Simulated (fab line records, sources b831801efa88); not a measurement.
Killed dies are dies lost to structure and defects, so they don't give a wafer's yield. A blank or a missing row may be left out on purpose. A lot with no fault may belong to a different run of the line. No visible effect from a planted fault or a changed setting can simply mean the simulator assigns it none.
Struck lot and sound lot, side by side ; flow sky130 ; 15 out of 708 route steps
Sound: wafers L814.2, L814.4, L814.5. Struck: wafers L822.1, L822.5, L822.6. The cause is named last.
Each step with rows lists, per side, the tool, then ch with its chambers, then its first start. Under that, the readings that differ: sound wafers ; struck wafers ; difference of the means ; sigmas: that difference in standard deviations of wafers without a fault.
alike: readings with means less than 2 such deviations apart, plus words and numbers identical on both sides. not compared: withheld readings, readings lacking a value on some wafer, bounds such as >300 that could conceal the same value, and numbers that have no deviation in the record and whose values overlap.
The two part at a step that has a row with sigmas, a row that says differs or no value, or rows on one side only. When numbers do not overlap yet have no deviation, they are printed without sigmas and do not part them. Lack of a reading on every wafer of one side parts them only where that side has two or more wafers.

first, 1 step without rows for these wafers: SKY_VIA4_HDPCVD_00 (deposits SiO2, target thk 1750 nm, time 291.7 s).
SKY_VIA4_THK_MEAS_01:
  sound: film_metro-01 at day 43 08:06; struck: film_metro-02 at day 45 10:40
  alike: VIA4_HDPCVD_THK
SKY_VIA4_CMP_02: polishes SiO2.
  sound on cmp-01 ch 0,1,2, day 43 08:12; struck on cmp-02 ch 2,3, day 45 10:47
  alike: motor_current_A, retaining_ring_pressure_frac, slurry_filter_dp_kPa
SKY_VIA4_BOW_MEAS_03:
  sound: film_metro-01 at day 43 08:28; struck: film_metro-02 at day 45 11:02
  alike: VIA4_BOW
then, 7 steps without rows for these wafers: SKY_VIA4_DEHYDRATE_04 (time 60 s); SKY_VIA4_HMDS_05 (prime time 60 s); SKY_VIA4_COAT_06 (resist thk 1140 nm); SKY_VIA4_SOFTBAKE_07 (time 60 s); SKY_VIA4_EXPOSE_08 (exposes mask VIM4, target cd 800 nm); SKY_VIA4_PEB_09; SKY_VIA4_DEVELOP_10 (develop time 60 s).
SKY_VIA4_OVL_MEAS_11:
  sound: overlay-01 at day 44 07:05; struck: overlay-02 at day 46 07:37
  alike: VIA4_OVL
SKY_VIA4_ETCH_12: etches SiO2 in C4F8/O2/Ar, stops on TiN, target depth 580 nm.
  sound on rie_diel-01 ch 0,1,2, day 44 07:07; struck on rie_diel-01 ch 0,1, day 46 07:40
  no value came back on the struck wafers for bias_w (W), chamber_pressure_mTorr (mTorr), oes_product_au (a.u.); on the sound wafers bias_w (W) reads 1199 1205 1206
reading;sound;struck;difference;sigmas
model.NOVOLAK_of_VIA4_COAT_06.thk_nm (nm);1003 1001 1002;1139 1137 1142;+137;
SKY_VIA4_STRIP_13: strips in O2/N2.
  sound on plasma_asher-01 ch 0,1, day 44 07:11; struck on plasma_asher-04 ch 0,1, day 46 07:44
reading;sound;struck;difference;sigmas
strip_time_to_endpoint_s (s);12.79 12.75 12.78;14.17 14.15 14.22;+1.41;+38
  alike: chamber_pressure_mTorr, drypump_motor_current_A, o2_flow_sccm, oes_product_au
  not compared: rf_hours_counter_h
then, 1 step without rows for these wafers: SKY_VIA4_STRIP_14 (strips in post etch residue remover, time 1200 s).

## WHERE THEY PART
First at SKY_VIA4_ETCH_12; last, within this record, at SKY_VIA4_STRIP_13.

WHY: whatever the simulator had introduced
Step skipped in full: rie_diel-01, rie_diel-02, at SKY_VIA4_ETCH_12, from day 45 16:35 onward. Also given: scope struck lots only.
